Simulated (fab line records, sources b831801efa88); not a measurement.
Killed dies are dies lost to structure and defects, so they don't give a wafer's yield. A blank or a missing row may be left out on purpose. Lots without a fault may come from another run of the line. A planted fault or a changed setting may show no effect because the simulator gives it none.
A struck lot beside a sound one | flow gf180mcu | 18 steps out of a route of 602
Sound: wafers L376.1, L376.3, L376.5. Struck: wafer L386.4. (L386.1, L386.6 of the same lot were not struck and are left out.) The cause comes at the end.
At each step with rows: each side's tool, then ch and its chambers, then its first start. Under that, the readings that differ: sound wafers | struck wafers | difference of the means | sigmas: that difference in standard deviations of wafers without a fault.
alike: readings whose means differ by less than 2 such deviations, and words and numbers that are the same on both sides. not compared: withheld readings, readings that some wafer has no value for, bounds like >300 that may hide the same value, and numbers for which the record gives no deviation and whose values overlap.
The two part at a step that has a row with sigmas, a row that says differs or no value, or rows on one side only. Numbers that don't overlap but have no deviation are shown without sigmas and don't part them. A reading that every wafer of one side lacks parts them only if that side has two wafers or more.

GF_MIM_SPUTTER_04: material TiN, target thk 50 nm, time 41.7 s.
  sound on pvd_sputter-02, day 25 14:23; struck on pvd_sputter-02, day 28 09:56
  alike: throttle_valve_pct
GF_MIM_CVD_05: deposits Si3N4, target thk 42 nm, time 29.086 s.
  sound on pecvd-04 ch 0,1,2, day 25 14:26; struck on pecvd-03 ch 0, day 28 09:59
  alike: heater_power_w, rf_fwd_power_W, susceptor_temp_C
GF_MIM_THK_MEAS_06:
  sound on film_metro-01, day 25 14:28; struck on film_metro-04, day 28 10:01
  reading             | sound          | struck | difference | sigmas
  MIM_CVD_05_THK (nm) | 40.7 41.2 41.7 | 42.6   | +1.4       | +3
then, 1 step without rows for these wafers: GF_MIM_SPUTTER_07 (material TiN, target thk 60 nm, time 50 s).
GF_MIM_SPUTTER_08: material AlCu, target thk 200 nm, time 10.6 s.
  sound on pvd_sputter-01, day 25 14:34; struck on pvd_sputter-01, day 28 10:07
  alike: throttle_valve_pct
GF_MIM_SPUTTER_09: material TiN, target thk 35 nm, time 29.2 s.
  sound on pvd_sputter-01, day 25 14:35; struck on pvd_sputter-01, day 28 10:08
  alike: throttle_valve_pct
GF_MIM_RS_MEAS_10: measures by four-point-probe.
  sound on film_metro-02, day 25 14:37; struck on film_metro-02, day 28 10:11
  alike: MIM_ALCU_RS
GF_MIM_THK_MEAS_11: measures by xrf.
  sound on film_metro-02, day 25 14:44; struck on film_metro-02, day 28 10:18
  alike: MIM_ALCU_THK
then, 4 steps without rows for these wafers: GF_MIM_DEHYDRATE_12 (time 60 s); GF_MIM_HMDS_13 (prime time 60 s); GF_MIM_COAT_14 (resist thk 1000 nm); GF_MIM_SOFTBAKE_15 (time 60 s).
GF_MIM_EXPOSE_16: exposes mask FuseTop, target cd 2000 nm.
  sound on iline_stepper-01 ch 0, day 26 01:09; struck on iline_stepper-02 ch 0, day 28 19:44
  alike: mask, focus_offset_nm
then, 2 steps without rows for these wafers: GF_MIM_PEB_17; GF_MIM_DEVELOP_18 (develop time 60 s).
GF_MIM_METAL_ETCH_19: etches the open film in Cl2/BCl3, stops on Si3N4, target depth 324.5 nm, time 54.1 s.
  sound on rie_metal-02 ch 0,1, day 26 10:40; struck on rie_metal-01 ch 0, day 29 05:37
  reading                     | sound          | struck | difference | sigmas
  drypump_motor_current_A (A) | 6.4 6.4 6.4    | 4.9    | -1.5       | -3
  model.MIM.cd_nm (nm)        | 2001 1998 2002 | 1912   | -88        |
  alike: chamber_pressure_mTorr, oes_product_au, rf_fwd_power_W, throttle_valve_pct
  not compared: rf_hours_counter_h
GF_MIM_STRIP_20: strips in O2/N2.
  sound on plasma_asher-03 ch 1, day 26 10:44; struck on plasma_asher-04 ch 1, day 29 05:41
  reading            | sound       | struck | difference | sigmas
  heater_power_w (W) | 318 322 315 | 370    | +52        | +2
  alike: chamber_pressure_mTorr, drypump_motor_current_A, o2_flow_sccm, oes_product_au, strip_time_to_endpoint_s
  not compared: rf_hours_counter_h
then, 1 step without rows for these wafers: GF_PASSIVATION_PROBE_99.

WHERE THEY PART
First at GF_MIM_THK_MEAS_06; last, within this record, at GF_MIM_STRIP_20.

WHY: what the simulator had put in
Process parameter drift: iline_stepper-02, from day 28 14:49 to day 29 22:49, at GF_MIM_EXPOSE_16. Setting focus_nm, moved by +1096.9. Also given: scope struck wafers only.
